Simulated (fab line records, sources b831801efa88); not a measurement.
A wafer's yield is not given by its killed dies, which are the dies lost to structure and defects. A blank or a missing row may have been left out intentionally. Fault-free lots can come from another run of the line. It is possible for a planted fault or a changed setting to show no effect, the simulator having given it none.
Which of the tools did it?    flow gf180mcu    39 wafers from 13 lots sampled at 4 of the route's 602 steps

== WHAT THE GAUGES SHOWED, per wafer ==
GF_M1_RS_MEAS_05: measures by four-point-probe.
lot   measured      on            M1_ALCU_RS (ohm/sq)
L976  day 16 03:02  filmMetro-02  0.0681 0.0690 0.0679
L977  day 16 10:46  filmMetro-01  0.0700 0.0693 0.0702
L980  day 17 14:52  filmMetro-01  0.0692 0.0699 0.0699
L981  day 18 02:00  filmMetro-02  0.0693 0.0690 0.0686
L983  day 18 21:04  filmMetro-02  0.0680 0.0689 0.0686
L985  day 19 09:31  filmMetro-02  0.0687 0.0692 0.0688
L987  day 20 04:54  filmMetro-01  0.0696 0.0704 0.0699
L988  day 20 16:50  filmMetro-01  0.0686 0.0695 0.0689
L991  day 21 19:41  filmMetro-01  0.0686 0.0691 0.0691
L990  day 21 21:47  filmMetro-04  0.0687 0.0691 0.0693
L997  day 23 13:58  filmMetro-01  0.0697 0.0703 0.0693
L998  day 23 22:43  filmMetro-04  0.0683 0.0690 0.0677
L999  day 24 02:11  filmMetro-01  0.0695 0.0691 0.0694

GF_V1_THK_MEAS_01.
lot   measured      on            V1_CVD_00_THK (nm)
L976  day 17 02:23  filmMetro-01  599 601 603
L977  day 17 10:09  filmMetro-01  601 605 599
L980  day 18 15:01  filmMetro-01  594 595 594
L981  day 19 02:57  filmMetro-01  594 585 604
L983  day 19 22:31  filmMetro-01  599 605 600
L985  day 20 10:41  filmMetro-02  612 608 609
L987  day 21 05:11  filmMetro-01  597 591 592
L988  day 21 16:33  filmMetro-01  601 592 592
L991  day 22 19:37  filmMetro-03  608 610 597
L990  day 22 21:32  filmMetro-02  600 603 595
L997  day 24 12:31  filmMetro-01  607 607 603
L998  day 24 22:02  filmMetro-01  603 602 601
L999  day 25 01:02  filmMetro-01  597 602 599

GF_V1_THK_MEAS_03.
lot   measured      on            V1_CVD_02_THK (nm)
L976  day 17 02:31  filmMetro-03  840 848 850
L977  day 17 10:17  filmMetro-02  854 851 859
L980  day 18 15:09  filmMetro-03  860 863 865
L981  day 19 03:04  filmMetro-02  831 843 863
L983  day 19 22:40  filmMetro-03  824 856 842
L985  day 20 10:49  filmMetro-03  829 844 842
L987  day 21 05:19  filmMetro-02  847 856 857
L988  day 21 16:40  filmMetro-03  840 843 870
L991  day 22 19:45  filmMetro-02  859 876 872
L990  day 22 21:40  filmMetro-02  853 859 851
L997  day 24 12:41  filmMetro-02  854 860 859
L998  day 24 22:10  filmMetro-02  846 852 859
L999  day 25 01:10  filmMetro-03  838 834 859

== TOOL THAT RAN EACH LOT (tool first, then ch and the chambers of the sampled wafers, then the start) ==
lot   GF_M1_STRIP_17
L976  plasmaAsher-03 ch 0,1, day 17 01:46
L977  plasmaAsher-03 ch 0,1, day 17 09:25
L980  plasmaAsher-04 ch 0,1, day 18 14:25
L981  plasmaAsher-04 ch 0,1, day 19 02:20
L983  plasmaAsher-02 ch 0,1, day 19 21:53
L985  plasmaAsher-04 ch 0,1, day 20 10:04
L987  plasmaAsher-03 ch 0,1, day 21 04:35
L988  plasmaAsher-03 ch 0,1, day 21 15:49
L991  plasmaAsher-02 ch 0,1, day 22 18:58
L990  plasmaAsher-02 ch 0,1, day 22 20:54
L997  plasmaAsher-04 ch 0,1, day 24 11:54
L998  plasmaAsher-04 ch 0,1, day 24 21:25
L999  plasmaAsher-02 ch 0,1, day 25 00:21
- GF_M1_STRIP_17: strips in O2/N2.

== AS READ BY THE TOOLS THEMSELVES (means over the sampled wafers that have a number; for cases with no such wafer, the mark the record gives instead) ==
GF_M1_STRIP_17.
lot   tool            drypumpMotorCurrentA (A)  heaterPowerW (W)  oesProductAu (a.u.)  stripTimeToEndpointS (s)
L976  plasmaAsher-03  5.60                      325               0.538                7.38
L977  plasmaAsher-03  5.60                      322               0.537                7.42
L980  plasmaAsher-04  5.46                      362               0.538                7.38
L981  plasmaAsher-04  5.56                      339               0.535                7.43
L983  plasmaAsher-02  5.78                      313               0.546                7.47
L985  plasmaAsher-04  5.46                      358               0.543                7.42
L987  plasmaAsher-03  5.70                      326               0.531                7.39
L988  plasmaAsher-03  5.61                      321               0.538                7.58
L991  plasmaAsher-02  5.76                      311               0.541                7.43
L990  plasmaAsher-02  5.78                      311               0.541                7.43
L997  plasmaAsher-04  5.56                      340               0.535                7.34
L998  plasmaAsher-04  5.47                      359               0.539                7.39
L999  plasmaAsher-02  5.53                      323               0.540                7.42

== THE ANSWER, worked out from the rows above alone ==
Rule: usual is defined by the lots themselves. Put in order of their means at a reading, lots are off if they are a third of the lots or fewer, leave a main group of 4 or more, and stand apart from it by a gap of 3 or more times the standard deviation of the main group's means; of several such gaps the widest counts. A main group whose means are all the same, to the digits that the tables above print for the reading, isn't used. A lot without any number at a reading at which 4 lots or more have one is off too. The other lots that the step has rows for count as sound. The gauges are gone through in route order, then the tools' own readings, and for those a lot's mean is taken as printed above. The first step at which some lot is off is used, and at that step the reading that is off furthest; a lot without a number counts as furthest.
Off at GF_M1_STRIP_17 (stripTimeToEndpointS): L988. For the main group the mean is 7.41 s and the standard deviation 0.032.
If a tool, at that step or one of the process steps before it, ran each lot that is off and ran no sound lot following the first of them, it fits. One candidate fits, namely plasmaAsher-03 at GF_M1_STRIP_17. Its last sound lot is L987 (day 21 04:35), its first lot that is off L988 (day 21 15:49): a fault that began between those two fits.
The tool's own readings at GF_M1_STRIP_17 bear it out: on the lots that are off they differ by more than 5 times the standard deviation of the sound lots' means. stripTimeToEndpointS reads 7.58 s there against 7.41 s on the sound lots.

== WHAT THE SIMULATOR HAD PUT IN ==
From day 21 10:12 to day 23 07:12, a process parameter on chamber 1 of plasmaAsher-03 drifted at GF_M1_STRIP_17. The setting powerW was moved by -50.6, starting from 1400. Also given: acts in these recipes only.
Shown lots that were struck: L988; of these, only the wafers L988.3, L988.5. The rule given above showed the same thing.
